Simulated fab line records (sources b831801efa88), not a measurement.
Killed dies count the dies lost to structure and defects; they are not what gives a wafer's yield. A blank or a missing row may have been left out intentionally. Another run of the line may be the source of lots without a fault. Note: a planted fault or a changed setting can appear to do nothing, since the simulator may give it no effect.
Struck lot and sound lot, side by side :: flow sfqLine :: 43 out of 325 route steps
Sound: the wafers L336.1, L336.2, L336.5. Struck: wafers L324.3, L324.5, L324.6. The cause is given at the end.
For every step that has rows: the tool of each side, followed by ch and its chambers, followed by its first start. Under that, the readings that differ: sound wafers :: struck wafers :: difference of the means :: sigmas: that difference in standard deviations of wafers without a fault.
alike: readings with means less than 2 such deviations apart, plus words and numbers identical on both sides. not compared: withheld readings, readings lacking a value on some wafer, bounds such as >300 that could conceal the same value, and numbers that have no deviation in the record and whose values overlap.
A row with sigmas, a row that says differs or no value, or rows on one side alone: a step with any of these is where the two part. Numbers that have no deviation but don't overlap get no sigmas and don't part them. Lack of a reading on every wafer of one side parts them only where that side has two or more wafers.

first, 6 steps without rows for these wafers: SFQ_TRILAYER_M4_LITHO_COAT_098 (resist thk 62 nm); SFQ_TRILAYER_M4_LITHO_COAT_093 (resist thk 600 nm); SFQ_TRILAYER_M4_LITHO_SOFTBAKE_097; SFQ_TRILAYER_M4_LITHO_EXPOSE_094 (exposes mask M4, target cd 500 nm); SFQ_TRILAYER_M4_LITHO_PEB_096 (peb time 60 s); SFQ_TRILAYER_M4_LITHO_DEVELOP_095 (time 60 s).
SFQ_M4_OVL_MEAS_926:
  sound on overlay-02 at day 63 20:31; struck on overlay-01 at day 60 18:25
  alike: M4_OVL
then, 5 steps without rows for these wafers: SFQ_TRILAYER_M4_BARC_OPEN_METAL_ETCH_123 (etches BARC in O2, target depth 125 nm, time 41.7 s); SFQ_TRILAYER_M4_ETCH_METAL_ETCH_096 (etches Nb in Cl2/Ar, stops on SiO2, target depth 240 nm, time 120 s); SFQ_TRILAYER_M4_STRIP_STRIP_097 (strips in O2); SFQ_TRILAYER_M4_STRIP_SOLV_CLEAN_098 (cleans in NMP, time 600 s); SFQ_TRILAYER_I4_DEP_PECVD_099 (deposits SiO2 from SiH4/N2O, time 111.11 s, target thk 500 nm).
SFQ_TRILAYER_I4_CMP_CMP_100: polishes SiO2.
  sound on cmp-01 ch 0,3, day 63 22:49; struck on cmp-02 ch 0,1,3, day 60 20:58
  no value came back on the struck wafers for any of 5 readings (edgeZonePressureFrac, headPressurePsi (psi) and others); on the sound wafers edgeZonePressureFrac reads 0.996 0.996 1.003
reading: model.SiO2_of_TRILAYER_I4_DEP_PECVD_099.thkNm (nm)
sound: 197.9 199.4 197.8
struck: 496.1 500.8 503
difference: +301.6
sigmas: 
SFQ_I4_BOW_MEAS_927:
  sound on filmMetro-02 at day 64 01:49; struck on filmMetro-01 at day 60 22:31
  alike: I4_BOW
SFQ_TRILAYER_I4_METRO_MEASURE_101:
  sound on filmMetro-02 at day 64 01:56; struck on filmMetro-01 at day 60 22:59
reading: thkNm (nm)
sound: 198.0 199.6 197.8
struck: 496.1 500.9 503.0
difference: +301.5
sigmas: +99 or more
then, 6 steps without rows for these wafers: SFQ_TRILAYER_I4_VIA_LITHO_COAT_108 (resist thk 62 nm); SFQ_TRILAYER_I4_VIA_LITHO_COAT_103 (resist thk 650 nm); SFQ_TRILAYER_I4_VIA_LITHO_SOFTBAKE_107; SFQ_TRILAYER_I4_VIA_LITHO_EXPOSE_104 (exposes mask I4, target cd 700 nm); SFQ_TRILAYER_I4_VIA_LITHO_PEB_106 (peb time 60 s); SFQ_TRILAYER_I4_VIA_LITHO_DEVELOP_105 (time 60 s).
SFQ_I4_OVL_MEAS_928:
  sound on overlay-01 at day 67 11:03; struck on overlay-02 at day 61 02:04
  alike: I4_OVL
SFQ_TRILAYER_I4_VIA_BARC_OPEN_VIA_ETCH_146: etches BARC in O2, target depth 125 nm, time 41.7 s.
  sound on rieDiel-02 ch 0,2,3, day 67 11:05; struck on rieDiel-04 ch 0,3, day 61 02:05
  alike: biasW, drypumpMotorCurrentA, oesProductAu
  not compared: rfHoursCounterH
SFQ_TRILAYER_I4_VIA_ETCH_VIA_ETCH_106: etches SiO2 in CHF3, stops on Nb, target depth 260 nm.
  sound on rieDiel-02 ch 0,2,3, day 67 11:07; struck on rieDiel-04 ch 0,3, day 61 02:07
reading: oesProductAu (a.u.)
sound: 0.850 0.863 0.846
struck: 1.610 1.578 1.611
difference: +0.747
sigmas: +99 or more

reading: model.etch.depthNm (nm)
sound: 197.9 199.4 197.8
struck: 257.5 252.5 257.4
difference: +57.4
sigmas: 

reading: model.I4.featureDepthNm (nm)
sound: 197.9 199.4 197.8
struck: 257.5 252.5 257.4
difference: +57.4
sigmas: 
  alike: biasW, drypumpMotorCurrentA
SFQ_TRILAYER_I4_VIA_STRIP_STRIP_107: strips in O2.
  sound on rieMetal-01 ch 0,1, day 67 11:14; struck on rieMetal-01 ch 0,1, day 61 02:26
  alike: drypumpMotorCurrentA, oesProductAu
  not compared: rfHoursCounterH
then, 3 steps without rows for these wafers: SFQ_TRILAYER_I4_VIA_STRIP_SOLV_CLEAN_108 (cleans in NMP, time 600 s); SFQ_TRILAYER_JJ_TRILAYER_DEP_PRE_CLEAN_113 (time 22.5 s); SFQ_TRILAYER_JJ_TRILAYER_DEP_SPUTTER_109 (material Nb, target thk 150 nm, time 100 s).
SFQ_TRILAYER_JJ_TRILAYER_DEP_SPUTTER_110: material Al, target thk 8 nm, time 10 s.
  sound on pvdSputter-04 at day 67 12:18; struck on pvdSputter-03 at day 61 03:07
  alike: throttleValvePct
then, 2 steps without rows for these wafers: SFQ_TRILAYER_JJ_TRILAYER_DEP_AL_OXIDATION_111 (oxidation time 600 s); SFQ_TRILAYER_JJ_TRILAYER_DEP_SPUTTER_112 (material Nb, target thk 170 nm, time 113.3 s).
SFQ_JJ_RS_MEAS_929: measurement is done with a four-point probe.
  sound on filmMetro-01 at day 67 13:29; struck on filmMetro-03 at day 61 04:15
  alike: JJ_NB_RS
then, 6 steps without rows for these wafers: SFQ_TRILAYER_JJ_CE_LITHO_COAT_119 (resist thk 62 nm); SFQ_TRILAYER_JJ_CE_LITHO_COAT_114 (resist thk 600 nm); SFQ_TRILAYER_JJ_CE_LITHO_SOFTBAKE_118; SFQ_TRILAYER_JJ_CE_LITHO_EXPOSE_115 (exposes mask J5, target cd 700 nm); SFQ_TRILAYER_JJ_CE_LITHO_PEB_117 (peb time 60 s); SFQ_TRILAYER_JJ_CE_LITHO_DEVELOP_116 (time 60 s).
-- the record jumps here: 4 days lie between the struck wafers' starts before and after --
SFQ_JJ_OVL_MEAS_931:
  sound on overlay-01 at day 67 20:53; struck on overlay-01 at day 65 12:16
  alike: J5_OVL
SFQ_TRILAYER_JJ_CE_METRO_MEASURE_117:
  sound on cdSem-01 at day 67 20:56; struck on cdSem-01 at day 65 12:41
  alike: cdNm
SFQ_TRILAYER_JJ_CE_BARC_OPEN_RIE_150: chemistry O2, target BARC, target depth 240 nm, time 80 s.
  sound on rieMetal-02 ch 0,1, day 67 22:08; struck on rieMetal-04 ch 0,1, day 65 13:31
  alike: biasW, drypumpMotorCurrentA, oesProductAu
  not compared: rfHoursCounterH
-- the record jumps here: 4 days lie between the struck wafers' starts before and after --
SFQ_TRILAYER_M5_ETCH_METAL_ETCH_126: etches Nb in Cl2/BCl3, stops on SiO2, time 203.2 s, target depth 265 nm.
  sound on rieMetal-02 ch 0,1, day 71 19:52; struck on rieMetal-02 ch 0,1, day 69 03:22
reading: model.SiO2_of_TRILAYER_I4_DEP_PECVD_099.thkNm (nm)
sound: 177.9 179.5 177.9
struck: 476.1 480.9 482.8
difference: +301.5
sigmas: 
  alike: biasW, drypumpMotorCurrentA, oesProductAu
  not compared: rfHoursCounterH
-- the record jumps here: 21 days lie between the struck wafers' starts before and after --
SFQ_M8_BOW_MEAS_951:
  sound on filmMetro-03 at day 101 02:01; struck on filmMetro-02 at day 90 03:26
reading: model.etest.i4.linkOhm
sound: 2.176 2.199 2.202
struck: 1e+06 1e+06 1e+06
difference: +1e+06
sigmas: 
  alike: M8_BOW

== WHERE THEY PART ==
Earliest at SFQ_TRILAYER_I4_CMP_CMP_100; latest, in this record, at SFQ_TRILAYER_I4_VIA_ETCH_VIA_ETCH_106. Later steps at which nothing parts them and some readings are alike: SFQ_TRILAYER_I4_VIA_STRIP_STRIP_107, SFQ_TRILAYER_JJ_TRILAYER_DEP_SPUTTER_110, SFQ_JJ_RS_MEAS_929, SFQ_JJ_OVL_MEAS_931, SFQ_TRILAYER_JJ_CE_METRO_MEASURE_117, SFQ_TRILAYER_JJ_CE_BARC_OPEN_RIE_150, SFQ_TRILAYER_M5_ETCH_METAL_ETCH_126, SFQ_M8_BOW_MEAS_951.

WHY: the cause the simulator had injected
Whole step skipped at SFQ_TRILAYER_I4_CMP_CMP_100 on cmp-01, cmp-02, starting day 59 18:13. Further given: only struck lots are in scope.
